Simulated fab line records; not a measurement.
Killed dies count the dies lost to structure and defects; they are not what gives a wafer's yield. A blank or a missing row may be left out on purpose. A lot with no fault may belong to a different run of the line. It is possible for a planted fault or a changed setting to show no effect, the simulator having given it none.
Which tool did it? / flow gf180mcu / route of 602 steps, sampled at 1 step: 14 lots, 42 wafers

== WHAT THE GAUGES SHOWED, per wafer ==
GF_VT_IMPLANT_RS_MEAS_48: measures by four-point-probe. Usual: LVPWELL_RS typically reads 1197 ohm/sq, with standard deviation 3.4.
lot=L435; measured=day 7 11:53; on=filmMetro-01; LVPWELL_RS (ohm/sq)=1187 1196 1189; flag=
lot=L436; measured=day 7 21:19; on=filmMetro-04; LVPWELL_RS (ohm/sq)=1205 1206 1204; flag=
lot=L438; measured=day 8 08:38; on=filmMetro-04; LVPWELL_RS (ohm/sq)=1198 1201 1199; flag=
lot=L439; measured=day 8 14:05; on=filmMetro-02; LVPWELL_RS (ohm/sq)=1202 1201 1198; flag=
lot=L441; measured=day 9 04:50; on=filmMetro-02; LVPWELL_RS (ohm/sq)=1197 1198 1194; flag=
lot=L442; measured=day 9 13:10; on=filmMetro-04; LVPWELL_RS (ohm/sq)=1199 1197 1195; flag=
lot=L444; measured=day 10 00:30; on=filmMetro-04; LVPWELL_RS (ohm/sq)=1192 1194 1197; flag=
lot=L445; measured=day 10 08:42; on=filmMetro-04; LVPWELL_RS (ohm/sq)=1199 1201 1203; flag=
lot=L453; measured=day 12 16:45; on=filmMetro-02; LVPWELL_RS (ohm/sq)=1198 1196 1193; flag=
lot=L454; measured=day 13 00:42; on=filmMetro-02; LVPWELL_RS (ohm/sq)=1197 1197 1196; flag=
lot=L455; measured=day 13 05:28; on=filmMetro-02; LVPWELL_RS (ohm/sq)=1196 1200 1197; flag=
lot=L456; measured=day 13 12:06; on=filmMetro-01; LVPWELL_RS (ohm/sq)=1193 1192 1194; flag=
lot=L457; measured=day 13 16:46; on=filmMetro-01; LVPWELL_RS (ohm/sq)=1197 1198 1198; flag=
lot=L458; measured=day 14 04:24; on=filmMetro-01; LVPWELL_RS (ohm/sq)=1192 1194 1194; flag=

== WHICH TOOL RAN EACH LOT (tool, then ch and the chambers of the sampled wafers, then the start) ==
Record: no process step prior to these readings.

== WHAT THE TOOLS THEMSELVES READ (means of the sampled wafers that have a number; where no wafer has one, the mark that the record gives instead) ==
The record holds no such reading with a usual standard deviation.

== THE ANSWER, worked out from the rows above alone ==
Rule: take the mean of a lot's wafers that have a number; if it is more than 3 standard deviations from the usual mean, the lot is off. Also off: a lot with no number at a reading for which 4 or more lots have one. Where the step has rows for the other lots, those lots are counted as sound. First the gauges in route order, then the tools' own readings, where a lot's mean is used as printed above. At the first step where some lot is off, the reading lying furthest off is the one used; lots without a number count as furthest.
Nothing can be told from this: no lot is off at any reading shown.

== WHAT THE SIMULATOR HAD PUT IN ==
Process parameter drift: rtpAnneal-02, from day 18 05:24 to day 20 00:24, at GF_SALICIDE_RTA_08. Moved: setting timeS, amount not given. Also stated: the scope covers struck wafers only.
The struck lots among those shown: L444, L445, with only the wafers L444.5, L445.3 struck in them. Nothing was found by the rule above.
